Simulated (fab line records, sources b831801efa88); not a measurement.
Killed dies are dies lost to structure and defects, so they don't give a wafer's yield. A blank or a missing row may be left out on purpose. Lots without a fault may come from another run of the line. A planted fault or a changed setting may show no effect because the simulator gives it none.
Problem report in the 8D (eight disciplines) form, filled by code | flow gf180mcu | the parts of the form that need people (team, actions taken, sign-off) are left out

1. THE PROBLEM
run_length_s at GF_V2_SOFTBAKE_10 reads a mean of 86.02 s on 1 wafer of 1 lot; wafers without a fault read 89.08 s with a standard deviation of 0.13. That is -24 standard deviations from the usual mean.
The step: time 60 s.
First seen on wafer L156.5, day 25 08:00, on litho_track-02. The record holds 36 wafers of 12 lots with a number at this step. Rule for "out", or "out of limits": more than 4 standard deviations from the usual mean. The other wafers with a number count as sound.

2. WHAT IT IS AND WHAT IT IS NOT
question                    | is                                 | is not
which readings at this step | run_length_s, heater_power_total_W | resist_line_temp_C
which lots                  | L156                               | L141, L142, L143, L146, L147, L148, L149, L153, L160, L163, L164
which wafers of those lots  | L156.5                             | L156.4, L156.6
read on which tools         | litho_track-02                     | litho_track-01, litho_track-03
when                        | from day 25 08:00                  | up to then (26 sound wafers); but 9 sound wafers of L160, L163, L164 came after

3. SUSPECTS, AND WHAT RULES EACH OUT
Counting: a tool at a process step up to the reading stays a suspect if it ran every lot that is out. Sound lots after the first of them don't rule it out here, since some wafers of a struck lot are sound.
- rie_diel-01 at GF_CONTACT_ETCH_16 (etches BARC in N2/H2): kept. It ran the lot that is out, L156 (day 21 18:41); its last sound lot up to then is L153 (day 20 19:14).
- rie_diel-01 at GF_CONTACT_ETCH_17 (etches SiO2 in C4F8/O2/Ar, stops on CoSi2, target depth 860 nm): kept. It ran the lot that is out, L156 (day 25 08:00); its last sound lot up to then is L153 (day 24 09:00). GF_CONTACT_ETCH_17 gives no start for some lots, so the hours and the order of its lots are those of GF_V2_SOFTBAKE_10.
- litho_track-02 at GF_V2_SOFTBAKE_10 (time 60 s): kept. It ran the lot that is out, L156 (day 25 08:00); its last sound lot up to then is L149 (day 23 02:00). Its own readings are out on those wafers: heater_power_total_W, run_length_s.
Left after counting: rie_diel-01 at GF_CONTACT_ETCH_16, rie_diel-01 at GF_CONTACT_ETCH_17, litho_track-02 at GF_V2_SOFTBAKE_10.

4. THE CAUSE (what the simulator had put in)
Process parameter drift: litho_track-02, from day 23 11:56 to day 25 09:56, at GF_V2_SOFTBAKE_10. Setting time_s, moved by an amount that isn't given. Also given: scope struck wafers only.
Counting left 3 suspects, and this tool is among them.

5. THE CHAIN OF EFFECTS, in route order
Each row: a reading whose mean over the struck wafers that have a number lies more than 3 standard deviations from the usual. Only readings for which the record gives a usual standard deviation are gone through. hours: the time from each lot's start at the first step in this table that gives one to its start at this step, as a median over the lots. sigmas: the change in usual standard deviations.
hours | step              | reading              | usual   | on struck wafers | change | sigmas
0     | GF_V2_SOFTBAKE_10 | heater_power_total_W | 93.05 W | 94.55            | +1.50  | +23
0     | GF_V2_SOFTBAKE_10 | run_length_s         | 89.08 s | 86.02            | -3.06  | -24
The process steps in it:
- GF_V2_SOFTBAKE_10: time 60 s.

6. WHAT WOULD HAVE CAUGHT IT SOONER
In this record the first reading out of limits was taken at day 25 08:00, 44 hours after the fault began at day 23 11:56.
